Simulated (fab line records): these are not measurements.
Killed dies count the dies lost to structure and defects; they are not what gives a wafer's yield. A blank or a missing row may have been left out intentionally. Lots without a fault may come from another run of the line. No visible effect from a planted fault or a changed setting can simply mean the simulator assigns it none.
Which tool did it? / flow gf180mcu / 33 wafers from 11 lots sampled at 2 of the route's 602 steps

## WHAT THE GAUGES SHOWED, per wafer
GF_M3_OVL_MEAS_15.
lot=L294; measured=day 22 08:14; on=overlay-02; M3_OVL (nm)=-2 2 6
lot=L295; measured=day 22 14:58; on=overlay-02; M3_OVL (nm)=-7 -13 -12
lot=L297; measured=day 23 01:20; on=overlay-02; M3_OVL (nm)=-10 -6 -5
lot=L298; measured=day 23 07:56; on=overlay-02; M3_OVL (nm)=5 6 -4
lot=L299; measured=day 23 14:44; on=overlay-02; M3_OVL (nm)=-9 -10 -11
lot=L306; measured=day 26 04:26; on=overlay-02; M3_OVL (nm)=0 5 2
lot=L307; measured=day 26 09:01; on=overlay-02; M3_OVL (nm)=4 -2 -5
lot=L311; measured=day 27 22:20; on=overlay-01; M3_OVL (nm)=6 7 7
lot=L312; measured=day 28 02:07; on=overlay-01; M3_OVL (nm)=-5 -10 -1
lot=L313; measured=day 28 07:42; on=overlay-01; M3_OVL (nm)=6 8 1
lot=L315; measured=day 28 13:52; on=overlay-02; M3_OVL (nm)=-3 2 3

## WHAT TOOL EACH LOT RAN ON (gives the tool, then ch and the chambers of the sampled wafers, and finally the start)
lot=L294; GF_M3_SPUTTER_00=pvd_sputter-03, day 21 08:15
lot=L295; GF_M3_SPUTTER_00=pvd_sputter-03, day 21 15:34
lot=L297; GF_M3_SPUTTER_00=pvd_sputter-01, day 22 02:20
lot=L298; GF_M3_SPUTTER_00=pvd_sputter-04, day 22 09:22
lot=L299; GF_M3_SPUTTER_00=pvd_sputter-01, day 22 15:37
lot=L306; GF_M3_SPUTTER_00=pvd_sputter-01, day 25 06:52
lot=L307; GF_M3_SPUTTER_00=pvd_sputter-01, day 25 11:43
lot=L311; GF_M3_SPUTTER_00=pvd_sputter-01, day 27 02:26
lot=L312; GF_M3_SPUTTER_00=pvd_sputter-04, day 27 06:11
lot=L313; GF_M3_SPUTTER_00=pvd_sputter-01, day 27 11:10
lot=L315; GF_M3_SPUTTER_00=pvd_sputter-03, day 27 17:56
- GF_M3_SPUTTER_00: material Ti, target thk 37.5 nm, time 150 s.

## THE ANSWER, worked out from the rows above alone
Rule: what is usual is taken from the lots themselves. Put in order of their means at a reading, lots are off if they are a third of the lots or fewer, leave a main group of 4 or more, and stand apart from it by a gap of 3 or more times the standard deviation of the main group's means; of several such gaps the widest counts. Not used: any main group whose means are identical at the precision the tables above print for the reading. Also off: a lot with no number at a reading for which 4 or more lots have one. The other lots that the step has rows for count as sound.
No lot is off on any of the readings shown, so nothing can be concluded from this.

## WHAT THE SIMULATOR HAD PUT IN
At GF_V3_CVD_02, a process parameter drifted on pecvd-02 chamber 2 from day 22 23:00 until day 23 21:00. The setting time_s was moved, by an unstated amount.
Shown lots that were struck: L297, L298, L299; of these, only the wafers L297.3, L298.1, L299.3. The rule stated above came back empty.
